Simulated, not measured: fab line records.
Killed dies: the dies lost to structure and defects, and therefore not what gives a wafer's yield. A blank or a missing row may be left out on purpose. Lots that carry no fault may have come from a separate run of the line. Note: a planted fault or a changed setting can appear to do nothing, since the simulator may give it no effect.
The tool behind it: which one? ; flow sky130 ; 11 lots with 33 wafers sampled at 5 steps, on a route of 708 steps

WHAT THE GAUGES READ, wafer by wafer
SKY_VT_ADJUST_HVTR_OVL_MEAS_08. Usual: for VT_ADJUST_HVTR_OVL the level is 0.2 nm and the standard deviation is 1.5.
lot;measured;on;VT_ADJUST_HVTR_OVL (nm);flag
L318;day 9 06:11;overlay-01;1.8 1.8 0.6;
L321;day 10 01:55;overlay-02;3.4 2.0 1.0;
L323;day 10 17:11;overlay-02;0.0 1.2 -0.1;
L324;day 10 22:08;overlay-02;1.2 -0.4 1.1;
L325;day 11 05:46;overlay-01;-0.5 -0.2 1.0;
L331;day 12 20:39;overlay-02;-3.6 -3.1 -2.8;
L336;day 14 08:29;overlay-01;3.3 1.9 1.8;
L337;day 14 15:56;overlay-02;1.5 -0.2 1.6;
L338;day 15 04:48;overlay-02;0.7 0.9 1.0;
L339;day 15 09:38;overlay-02;1.6 0.0 0.5;
L340;day 15 16:52;overlay-01;1.3 0.8 0.5;

SKY_SONOS_ONO_OVL_MEAS_14. Usual: for SONOS_ONO_OVL the level is 0.1 nm and the standard deviation is 1.5.
lot;measured;on;SONOS_ONO_OVL (nm);flag
L318;day 12 07:54;overlay-01;1.1 0.5 2.7;
L321;day 13 04:26;overlay-01;0.9 0.1 -0.5;
L323;day 13 21:12;overlay-02;1.0 0.9 -0.1;
L324;day 14 03:57;overlay-02;-0.9 -2.7 -0.9;
L325;day 14 13:49;overlay-02;1.2 -0.2 -0.4;
L331;day 16 05:40;overlay-01;-2.4 -2.5 -1.6;
L336;day 18 02:26;overlay-01;1.7 2.0 -0.3;
L337;day 18 08:51;overlay-02;3.2 0.9 1.4;
L338;day 18 23:10;overlay-01;-1.0 -0.4 -0.2;
L339;day 19 08:45;overlay-02;-0.8 -0.4 0.5;
L340;day 19 16:08;overlay-02;0.5 1.0 0.9;

SKY_CAPM_THK_MEAS_01. Usual: for CAPM_CVD_00_THK the level is 15.57 nm and the standard deviation is 0.24.
lot;measured;on;CAPM_CVD_00_THK (nm);flag
L318;day 35 23:27;film-metro-04;15.39 15.89 15.26;
L321;day 36 20:11;film-metro-02;15.37 15.62 15.58;
L323;day 37 11:40;film-metro-02;15.06 15.53 15.43;
L324;day 37 15:53;film-metro-02;15.45 15.40 15.86;
L325;day 38 04:01;film-metro-02;15.43 15.37 15.39;
L331;day 39 17:02;film-metro-01;15.59 9.36 15.50;OFF
L336;day 41 09:14;film-metro-02;15.12 15.83 15.69;
L337;day 42 08:57;film-metro-02;15.43 15.69 15.70;
L338;day 42 04:52;film-metro-04;15.45 15.67 15.62;
L339;day 42 15:36;film-metro-02;15.51 15.46 15.79;
L340;day 42 16:45;film-metro-01;15.61 15.82 15.89;

WHAT TOOL EACH LOT RAN ON (gives the tool, then ch and the chambers of the sampled wafers, and finally the start)
lot;SKY_RES_PROTECT_STRIP_07;SKY_CAPM_CVD_00
L318;plasma-asher-01 ch 0,1, day 14 19:14;pecvd-02 ch 0,1,2, day 35 23:25
L321;plasma-asher-01 ch 0,1, day 15 16:36;pecvd-01 ch 0,1,2, day 36 20:10
L323;plasma-asher-03 ch 0,1, day 16 08:52;pecvd-02 ch 0,1, day 37 11:38
L324;plasma-asher-04 ch 0,1, day 16 14:59;pecvd-01 ch 1,2, day 37 15:52
L325;plasma-asher-03 ch 0,1, day 17 02:44;pecvd-02 ch 0,1, day 38 03:59
L331;plasma-asher-01 ch 0,1, day 18 21:44;pecvd-02 ch 0,1, day 39 17:00
L336;plasma-asher-03 ch 0,1, day 20 20:40;pecvd-01 ch 0,1,2, day 41 09:13
L337;plasma-asher-01 ch 0,1, day 21 05:48;pecvd-03 ch 0,1,2, day 42 08:56
L338;plasma-asher-04 ch 0,1, day 21 21:00;pecvd-01 ch 0,1, day 42 04:50
L339;plasma-asher-03 ch 0,1, day 22 13:20;pecvd-02 ch 1,2, day 42 15:35
L340;plasma-asher-01 ch 0,1, day 22 13:28;pecvd-03 ch 0,2, day 42 16:44
- SKY_RES_PROTECT_STRIP_07: strips in O2/N2.
- SKY_CAPM_CVD_00: deposits SiO2, target thk 15.5 nm.

WHAT THE TOOLS THEMSELVES READ (means of the sampled wafers that have a number; where no wafer has one, the mark that the record gives instead)
SKY_RES_PROTECT_STRIP_07. Usual: chamber-pressure-mTorr 1500.2 mTorr, standard deviation 1.4; drypump-motor-current-A 5.7 A, standard deviation 0.56; oes-product-au 0.518 a.u., standard deviation 0.0047; strip-time-to-endpoint-s 23.30 s, standard deviation 0.045.
lot;tool;chamber-pressure-mTorr (mTorr);drypump-motor-current-A (A);oes-product-au (a.u.);strip-time-to-endpoint-s (s);flag
L318;plasma-asher-01;1500.2;5.9;0.518;23.35;
L321;plasma-asher-01;1499.6;5.5;0.519;23.28;
L323;plasma-asher-03;1499.4;5.7;0.523;23.30;
L324;plasma-asher-04;1499.8;5.5;0.518;23.31;
L325;plasma-asher-03;1499.5;5.8;0.514;23.24;
L331;plasma-asher-01;1500.6;5.9;0.515;23.28;
L336;plasma-asher-03;1502.4;5.8;0.518;23.28;
L337;plasma-asher-01;1499.9;5.5;0.517;23.25;
L338;plasma-asher-04;1501.0;5.8;0.522;23.30;
L339;plasma-asher-03;1501.4;5.7;0.521;23.34;
L340;plasma-asher-01;1499.5;5.9;0.523;23.27;

SKY_CAPM_CVD_00. Usual: heater-power-w reads 686 W (standard deviation 110).
lot;tool;heater-power-w (W);flag
L318;pecvd-02;834;
L321;pecvd-01;620;
L323;pecvd-02;787;
L324;pecvd-01;629;
L325;pecvd-02;852;
L331;pecvd-02;776;
L336;pecvd-01;581;
L337;pecvd-03;641;
L338;pecvd-01;570;
L339;pecvd-02;812;
L340;pecvd-03;674;

THE ANSWER, worked out from the rows above alone
Rule: a lot is off if the mean of its wafers that have a number lies more than 3 standard deviations from the usual mean. Also off: a lot with no number at a reading for which 4 or more lots have one. Where the step has rows for the other lots, those lots are counted as sound. First the gauges in route order, then the tools' own readings, where a lot's mean is used as printed above. At the first step where some lot is off, the reading lying furthest off is the one used; lots without a number count as furthest.
Off: L331, at SKY_CAPM_THK_MEAS_01 (CAPM_CVD_00_THK).
A tool fits if, at a process step before that reading, it ran every lot that is off, and no sound lot after the first of them. Those tools and the gauges at SKY_CAPM_THK_MEAS_01 are tried in the same way. No candidate that was tried fits.

WHAT WAS PUT IN BY THE SIMULATOR
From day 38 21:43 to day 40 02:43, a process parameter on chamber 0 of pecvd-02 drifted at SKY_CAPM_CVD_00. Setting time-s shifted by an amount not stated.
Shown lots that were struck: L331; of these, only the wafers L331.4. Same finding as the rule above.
